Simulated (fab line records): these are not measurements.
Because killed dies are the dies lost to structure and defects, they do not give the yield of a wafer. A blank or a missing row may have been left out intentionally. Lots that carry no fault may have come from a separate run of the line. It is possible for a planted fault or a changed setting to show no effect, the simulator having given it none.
The tool behind it: which one? / flow sky130 / 11 lots, 33 wafers sampled, at 5 steps of a route of 708

## WHAT THE GAUGES SHOWED, per wafer
SKY_SONOS_ONO_THK_MEAS_05. Usual: for SONOS_ONO_CVD_04_THK the level is 5.73 nm and the standard deviation is 0.13.
lot=L103; measured=day 11 16:05; on=filmMetro-03; SONOS_ONO_CVD_04_THK (nm)=5.52 5.59 5.63; flag=
lot=L104; measured=day 12 05:34; on=filmMetro-03; SONOS_ONO_CVD_04_THK (nm)=5.68 5.67 5.69; flag=
lot=L107; measured=day 13 03:35; on=filmMetro-03; SONOS_ONO_CVD_04_THK (nm)=5.72 5.72 5.78; flag=
lot=L109; measured=day 13 19:09; on=filmMetro-02; SONOS_ONO_CVD_04_THK (nm)=5.94 5.82 5.76; flag=
lot=L111; measured=day 14 02:59; on=filmMetro-02; SONOS_ONO_CVD_04_THK (nm)=5.80 5.81 5.67; flag=
lot=L113; measured=day 14 15:02; on=filmMetro-02; SONOS_ONO_CVD_04_THK (nm)=5.76 5.67 5.61; flag=
lot=L114; measured=day 15 02:10; on=filmMetro-02; SONOS_ONO_CVD_04_THK (nm)=6.03 6.02 6.09; flag=
lot=L115; measured=day 15 06:06; on=filmMetro-01; SONOS_ONO_CVD_04_THK (nm)=5.75 5.62 5.66; flag=
lot=L123; measured=day 18 03:26; on=filmMetro-01; SONOS_ONO_CVD_04_THK (nm)=5.72 5.65 5.79; flag=
lot=L124; measured=day 18 15:22; on=filmMetro-02; SONOS_ONO_CVD_04_THK (nm)=5.74 5.59 5.65; flag=
lot=L125; measured=day 18 20:13; on=filmMetro-03; SONOS_ONO_CVD_04_THK (nm)=5.78 5.70 5.73; flag=

SKY_GATE_OXIDE_THK_MEAS_02. Usual: for GATE_OXIDE_OXIDATION_00_THK the level is 10.20 nm and the standard deviation is 0.19.
lot=L103; measured=day 12 18:58; on=filmMetro-04; GATE_OXIDE_OXIDATION_00_THK (nm)=10.31 10.29 10.13; flag=
lot=L104; measured=day 13 11:52; on=filmMetro-01; GATE_OXIDE_OXIDATION_00_THK (nm)=10.31 10.49 10.55; flag=
lot=L107; measured=day 14 06:41; on=filmMetro-04; GATE_OXIDE_OXIDATION_00_THK (nm)=10.07 10.26 10.24; flag=
lot=L109; measured=day 14 22:47; on=filmMetro-01; GATE_OXIDE_OXIDATION_00_THK (nm)=10.02 10.26 10.10; flag=
lot=L111; measured=day 15 07:09; on=filmMetro-02; GATE_OXIDE_OXIDATION_00_THK (nm)=10.26 10.27 10.15; flag=
lot=L113; measured=day 15 20:16; on=filmMetro-04; GATE_OXIDE_OXIDATION_00_THK (nm)=12.43 12.43 12.46 12.46 12.43 12.46; flag=OFF
lot=L114; measured=day 16 08:58; on=filmMetro-04; GATE_OXIDE_OXIDATION_00_THK (nm)=12.30 12.37 12.07 12.28 12.36 12.10; flag=OFF
lot=L115; measured=day 16 12:28; on=filmMetro-04; GATE_OXIDE_OXIDATION_00_THK (nm)=9.99 10.12 10.27; flag=
lot=L123; measured=day 19 12:35; on=filmMetro-04; GATE_OXIDE_OXIDATION_00_THK (nm)=9.93 10.02 9.95; flag=
lot=L124; measured=day 20 00:43; on=filmMetro-02; GATE_OXIDE_OXIDATION_00_THK (nm)=10.07 9.99 9.94; flag=
lot=L125; measured=day 20 04:25; on=filmMetro-04; GATE_OXIDE_OXIDATION_00_THK (nm)=10.29 10.52 10.25; flag=

SKY_POLY_GATE_THK_MEAS_01. Usual: for POLY_GATE_CVD_00_THK the level is 180.3 nm and the standard deviation is 1.6.
lot=L103; measured=day 14 00:26; on=filmMetro-04; POLY_GATE_CVD_00_THK (nm)=179.2 179.0 179.2; flag=
lot=L104; measured=day 14 17:06; on=filmMetro-04; POLY_GATE_CVD_00_THK (nm)=179.0 180.9 181.8; flag=
lot=L107; measured=day 15 13:18; on=filmMetro-03; POLY_GATE_CVD_00_THK (nm)=183.5 182.3 183.5; flag=
lot=L109; measured=day 16 05:14; on=filmMetro-04; POLY_GATE_CVD_00_THK (nm)=178.8 179.4 178.3; flag=
lot=L111; measured=day 16 16:43; on=filmMetro-02; POLY_GATE_CVD_00_THK (nm)=177.1 178.1 178.8; flag=
lot=L113; measured=day 17 08:07; on=filmMetro-03; POLY_GATE_CVD_00_THK (nm)=179.9 181.4 180.1; flag=
lot=L114; measured=day 17 19:14; on=filmMetro-02; POLY_GATE_CVD_00_THK (nm)=181.0 181.7 179.6; flag=
lot=L115; measured=day 17 20:47; on=filmMetro-04; POLY_GATE_CVD_00_THK (nm)=180.0 180.6 179.3; flag=
lot=L123; measured=day 20 23:22; on=filmMetro-03; POLY_GATE_CVD_00_THK (nm)=180.5 180.9 179.9; flag=
lot=L124; measured=day 21 10:31; on=filmMetro-04; POLY_GATE_CVD_00_THK (nm)=179.3 180.0 177.9; flag=
lot=L125; measured=day 21 14:31; on=filmMetro-04; POLY_GATE_CVD_00_THK (nm)=180.8 181.3 180.0; flag=

## TOOL THAT RAN EACH LOT (tool first, then ch and the chambers of the sampled wafers, then the start)
lot=L103; SKY_GATE_OXIDE_OXIDATION_01=furnace-01 ch 0, day 12 17:34; SKY_GATE_OXIDE_STRIP_13=plasmaAsher-01 ch 0,1, day 13 19:26
lot=L104; SKY_GATE_OXIDE_OXIDATION_01=furnace-01 ch 0, day 13 10:25; SKY_GATE_OXIDE_STRIP_13=plasmaAsher-04 ch 0,1, day 14 12:40
lot=L107; SKY_GATE_OXIDE_OXIDATION_01=furnace-02 ch 0, day 14 05:16; SKY_GATE_OXIDE_STRIP_13=plasmaAsher-04 ch 0,1, day 15 09:02
lot=L109; SKY_GATE_OXIDE_OXIDATION_01=furnace-01 ch 0, day 14 21:22; SKY_GATE_OXIDE_STRIP_13=plasmaAsher-04 ch 0,1, day 16 02:19
lot=L111; SKY_GATE_OXIDE_OXIDATION_01=furnace-01 ch 0, day 15 05:44; SKY_GATE_OXIDE_STRIP_13=plasmaAsher-01 ch 0,1, day 16 11:22
lot=L113; SKY_GATE_OXIDE_OXIDATION_01=furnace-01 ch 0, day 15 18:52; SKY_GATE_OXIDE_STRIP_13=plasmaAsher-01 ch 0,1, day 17 00:58
lot=L114; SKY_GATE_OXIDE_OXIDATION_01=furnace-01 ch 0, day 16 07:33; SKY_GATE_OXIDE_STRIP_13=plasmaAsher-01 ch 0,1, day 17 13:19
lot=L115; SKY_GATE_OXIDE_OXIDATION_01=furnace-02 ch 0, day 16 11:03; SKY_GATE_OXIDE_STRIP_13=plasmaAsher-03 ch 0,1, day 17 17:51
lot=L123; SKY_GATE_OXIDE_OXIDATION_01=furnace-01 ch 0, day 19 11:11; SKY_GATE_OXIDE_STRIP_13=plasmaAsher-03 ch 0,1, day 20 20:25
lot=L124; SKY_GATE_OXIDE_OXIDATION_01=furnace-01 ch 0, day 19 23:19; SKY_GATE_OXIDE_STRIP_13=plasmaAsher-01 ch 0, day 21 07:35
lot=L125; SKY_GATE_OXIDE_OXIDATION_01=furnace-01 ch 0, day 20 03:00; SKY_GATE_OXIDE_STRIP_13=plasmaAsher-03 ch 0,1, day 21 11:34
- SKY_GATE_OXIDE_OXIDATION_01: stabilise 600 s, purge 300 s, target thk 10.268 nm.
- SKY_GATE_OXIDE_STRIP_13: strips in O2/N2.

## WHAT THE TOOLS THEMSELVES READ (means of the sampled wafers that have a number; where no wafer has one, the mark that the record gives instead)
SKY_GATE_OXIDE_OXIDATION_01. Usual: spikeTcBottomC 917 C, standard deviation 3.8; spikeTcCentreC 901.0 C, standard deviation 1; spikeTcLowerC 900.8 C, standard deviation 1; spikeTcTopC 908.4 C, standard deviation 2.8; spikeTcUpperC 901.0 C, standard deviation 1.2; tubeCenterTempC 899.99 C, standard deviation 0.083; tube_center_temp_C_max 902.4, standard deviation 0.4; zonePowerCentrePct 16.9 %, standard deviation 1.3; zonePowerLowerPct 18.74 %, standard deviation 0.22.
lot=L103; tool=furnace-01; spikeTcBottomC (C)=915; spikeTcCentreC (C)=900.4; spikeTcLowerC (C)=901.0; spikeTcTopC (C)=910.4; spikeTcUpperC (C)=900.3; tubeCenterTempC (C)=899.98; tube_center_temp_C_max=902.2; zonePowerCentrePct (%)=18.0; zonePowerLowerPct (%)=18.86; flag=
lot=L104; tool=furnace-01; spikeTcBottomC (C)=913; spikeTcCentreC (C)=900.7; spikeTcLowerC (C)=901.2; spikeTcTopC (C)=911.3; spikeTcUpperC (C)=900.3; tubeCenterTempC (C)=899.97; tube_center_temp_C_max=902.3; zonePowerCentrePct (%)=18.2; zonePowerLowerPct (%)=18.98; flag=
lot=L107; tool=furnace-02; spikeTcBottomC (C)=922; spikeTcCentreC (C)=901.6; spikeTcLowerC (C)=898.8; spikeTcTopC (C)=906.7; spikeTcUpperC (C)=901.5; tubeCenterTempC (C)=899.97; tube_center_temp_C_max=902.0; zonePowerCentrePct (%)=15.5; zonePowerLowerPct (%)=18.64; flag=
lot=L109; tool=furnace-01; spikeTcBottomC (C)=915; spikeTcCentreC (C)=901.8; spikeTcLowerC (C)=900.5; spikeTcTopC (C)=911.2; spikeTcUpperC (C)=900.7; tubeCenterTempC (C)=899.97; tube_center_temp_C_max=902.0; zonePowerCentrePct (%)=18.0; zonePowerLowerPct (%)=18.77; flag=
lot=L111; tool=furnace-01; spikeTcBottomC (C)=914; spikeTcCentreC (C)=900.3; spikeTcLowerC (C)=900.3; spikeTcTopC (C)=910.4; spikeTcUpperC (C)=899.9; tubeCenterTempC (C)=899.95; tube_center_temp_C_max=902.5; zonePowerCentrePct (%)=18.0; zonePowerLowerPct (%)=18.92; flag=
lot=L113; tool=furnace-01; spikeTcBottomC (C)=932; spikeTcCentreC (C)=918.2; spikeTcLowerC (C)=918.4; spikeTcTopC (C)=928.2; spikeTcUpperC (C)=918.8; tubeCenterTempC (C)=917.59; tube_center_temp_C_max=919.8; zonePowerCentrePct (%)=19.0; zonePowerLowerPct (%)=19.71; flag=OFF
lot=L114; tool=furnace-01; spikeTcBottomC (C)=931; spikeTcCentreC (C)=919.1; spikeTcLowerC (C)=918.4; spikeTcTopC (C)=926.8; spikeTcUpperC (C)=918.9; tubeCenterTempC (C)=917.53; tube_center_temp_C_max=919.9; zonePowerCentrePct (%)=18.7; zonePowerLowerPct (%)=19.57; flag=OFF
lot=L115; tool=furnace-02; spikeTcBottomC (C)=922; spikeTcCentreC (C)=900.1; spikeTcLowerC (C)=901.3; spikeTcTopC (C)=904.5; spikeTcUpperC (C)=902.1; tubeCenterTempC (C)=899.99; tube_center_temp_C_max=902.5; zonePowerCentrePct (%)=15.2; zonePowerLowerPct (%)=18.53; flag=
lot=L123; tool=furnace-01; spikeTcBottomC (C)=915; spikeTcCentreC (C)=901.2; spikeTcLowerC (C)=900.9; spikeTcTopC (C)=911.1; spikeTcUpperC (C)=901.1; tubeCenterTempC (C)=899.97; tube_center_temp_C_max=902.4; zonePowerCentrePct (%)=18.0; zonePowerLowerPct (%)=18.98; flag=
lot=L124; tool=furnace-01; spikeTcBottomC (C)=915; spikeTcCentreC (C)=900.9; spikeTcLowerC (C)=901.7; spikeTcTopC (C)=911.0; spikeTcUpperC (C)=900.7; tubeCenterTempC (C)=900.03; tube_center_temp_C_max=902.9; zonePowerCentrePct (%)=18.1; zonePowerLowerPct (%)=19.02; flag=
lot=L125; tool=furnace-01; spikeTcBottomC (C)=915; spikeTcCentreC (C)=900.1; spikeTcLowerC (C)=900.1; spikeTcTopC (C)=910.7; spikeTcUpperC (C)=902.1; tubeCenterTempC (C)=899.99; tube_center_temp_C_max=902.7; zonePowerCentrePct (%)=18.2; zonePowerLowerPct (%)=18.96; flag=

SKY_GATE_OXIDE_STRIP_13. Usual: drypumpMotorCurrentA 5.67 A, standard deviation 0.21; oesProductAu 0.716 a.u., standard deviation 0.0046; stripTimeToEndpointS 14.19 s, standard deviation 0.034.
lot=L103; tool=plasmaAsher-01; drypumpMotorCurrentA (A)=5.63; oesProductAu (a.u.)=0.714; stripTimeToEndpointS (s)=14.17; flag=
lot=L104; tool=plasmaAsher-04; drypumpMotorCurrentA (A)=5.59; oesProductAu (a.u.)=0.719; stripTimeToEndpointS (s)=14.20; flag=
lot=L107; tool=plasmaAsher-04; drypumpMotorCurrentA (A)=5.52; oesProductAu (a.u.)=0.718; stripTimeToEndpointS (s)=14.15; flag=
lot=L109; tool=plasmaAsher-04; drypumpMotorCurrentA (A)=5.51; oesProductAu (a.u.)=0.714; stripTimeToEndpointS (s)=14.23; flag=
lot=L111; tool=plasmaAsher-01; drypumpMotorCurrentA (A)=5.79; oesProductAu (a.u.)=0.717; stripTimeToEndpointS (s)=14.24; flag=
lot=L113; tool=plasmaAsher-01; drypumpMotorCurrentA (A)=5.63; oesProductAu (a.u.)=0.716; stripTimeToEndpointS (s)=14.19; flag=
lot=L114; tool=plasmaAsher-01; drypumpMotorCurrentA (A)=5.64; oesProductAu (a.u.)=0.716; stripTimeToEndpointS (s)=14.20; flag=
lot=L115; tool=plasmaAsher-03; drypumpMotorCurrentA (A)=5.67; oesProductAu (a.u.)=0.713; stripTimeToEndpointS (s)=14.21; flag=
lot=L123; tool=plasmaAsher-03; drypumpMotorCurrentA (A)=5.63; oesProductAu (a.u.)=0.717; stripTimeToEndpointS (s)=14.21; flag=
lot=L124; tool=plasmaAsher-01; drypumpMotorCurrentA (A)=5.46; oesProductAu (a.u.)=0.717; stripTimeToEndpointS (s)=14.15; flag=
lot=L125; tool=plasmaAsher-03; drypumpMotorCurrentA (A)=5.67; oesProductAu (a.u.)=0.714; stripTimeToEndpointS (s)=14.21; flag=

## THE ANSWER, worked out from the rows above alone
Rule: a lot is off if the mean of its wafers that have a number lies more than 3 standard deviations from the usual mean. Also off: a lot with no number at a reading for which 4 or more lots have one. All remaining lots with rows at the step are treated as sound. First the gauges in route order, then the tools' own readings, where a lot's mean is used as printed above. The first step at which some lot is off is used, and at that step the reading that is off furthest; a lot without a number counts as furthest.
Off: at SKY_GATE_OXIDE_THK_MEAS_02 (GATE_OXIDE_OXIDATION_00_THK), L113, L114.
If a tool, at a process step before that reading, ran all the lots that are off and no sound lot after the first of them, it fits. The gauges at SKY_GATE_OXIDE_THK_MEAS_02 aren't tried: what is off there is off at SKY_GATE_OXIDE_OXIDATION_01 too, on other tools, and a gauge's error can't cause that. Not one of the candidates tried fits.

## WHAT THE SIMULATOR PUT IN
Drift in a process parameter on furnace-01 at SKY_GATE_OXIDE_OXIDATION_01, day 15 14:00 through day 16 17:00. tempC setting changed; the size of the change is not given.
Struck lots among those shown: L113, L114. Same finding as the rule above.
